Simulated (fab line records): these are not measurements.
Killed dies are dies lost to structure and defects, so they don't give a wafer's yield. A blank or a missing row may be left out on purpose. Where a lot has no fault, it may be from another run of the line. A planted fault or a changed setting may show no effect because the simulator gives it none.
Struck lot and sound lot, side by side :: flow sky130 :: 15 out of 708 route steps
Sound: the wafers L511.2, L511.3, L511.4. Wafers L520.2, L520.3, L520.5 were the ones struck. The cause comes at the end.
Order at every step that has rows: each side's tool, ch and its chambers, its first start. Under that, the readings that differ: sound wafers :: struck wafers :: difference of the means :: sigmas: that difference in standard deviations of wafers without a fault.
alike: readings whose means differ by less than 2 such deviations, and words and numbers that are the same on both sides. not compared: withheld readings, readings that some wafer has no value for, bounds like >300 that may hide the same value, and numbers for which the record gives no deviation and whose values overlap.
A row with sigmas, a row that says differs or no value, or rows on one side alone: a step with any of these is where the two part. When numbers do not overlap yet have no deviation, they are printed without sigmas and do not part them. A reading that every wafer of one side lacks parts them only if that side has two wafers or more.

first, 5 steps without rows for these wafers: SKY_VT_ADJUST_PCH_COAT_02 (resist thk 3000 nm); SKY_VT_ADJUST_PCH_SOFTBAKE_03; SKY_VT_ADJUST_PCH_EXPOSE_04 (exposes mask NWM, target cd 840 nm); SKY_VT_ADJUST_PCH_PEB_05; SKY_VT_ADJUST_PCH_DEVELOP_06 (develop time 60 s).
SKY_VT_ADJUST_PCH_OVL_MEAS_07:
  struck on overlay-01, day 13 10:40; sound on overlay-02, day 10 12:22
  alike: VT_ADJUST_PCH_OVL
then, 1 step without rows for these wafers: SKY_VT_ADJUST_PCH_IMPLANT_08.
SKY_VT_ADJUST_PCH_STRIP_09: strips in O2/N2.
  sound on plasma asher-02 ch 0,1, day 10 12:32; struck on plasma asher-01 ch 1, day 13 10:51
  alike: drypump motor current A, n2 flow sccm, oes product au, strip time to endpoint s
  not compared: rf hours counter h
SKY_VT_ADJUST_PCH_TW_MEAS_10:
  struck on film metro-04, day 13 10:58; sound on film metro-01, day 10 12:39
  alike: VT_ADJUST_PCH_TW
then, 3 steps without rows for these wafers: SKY_SONOS_TUNNEL_DEHYDRATE_00 (time 60 s); SKY_SONOS_TUNNEL_HMDS_01 (prime time 60 s); SKY_SONOS_TUNNEL_COAT_02 (resist thk 1140 nm).
SKY_SONOS_TUNNEL_SOFTBAKE_03: time 60 s.
  sound on litho track-04 ch 0, day 11 00:08; struck on litho track-03 ch 0, day 13 23:52
reading: heater power total W (W)
sound: 56.64 56.64 56.55
struck: 57.21 57.21 57.19
difference: +0.59
sigmas: +14

reading: plate temp C (C)
sound: 90.05 90.12 89.95
struck: 90.45 90.60 90.61
difference: +0.51
sigmas: +4
  alike: chill plate temp C
then, 1 step without rows for these wafers: SKY_SONOS_TUNNEL_EXPOSE_04 (exposes mask TUNM, target cd 410 nm).
-- the record jumps here: 34 days lie between the struck wafers' starts before and after (it left off in module SONOS_TUNNEL and takes up again in module PAD_OPEN, whose first step shown is number 708 of the route) --
SKY_PAD_OPEN_PROBE_99:
  struck on prober-02, day 48 09:54; sound on prober-01, day 45 21:17
  alike: killed_at_M0_to_M3, killed_at_M4_up, killed at contacts, killed at front end, killed at other, killed dies, killed open, killed short

## WHERE THEY PART
SKY_SONOS_TUNNEL_SOFTBAKE_03 only, going by this record. Later steps at which nothing parts them and some readings are alike: SKY_PAD_OPEN_PROBE_99.

WHY: the cause the simulator had injected
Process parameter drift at SKY_SONOS_TUNNEL_SOFTBAKE_03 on litho track-03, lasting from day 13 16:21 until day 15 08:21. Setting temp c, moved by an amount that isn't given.
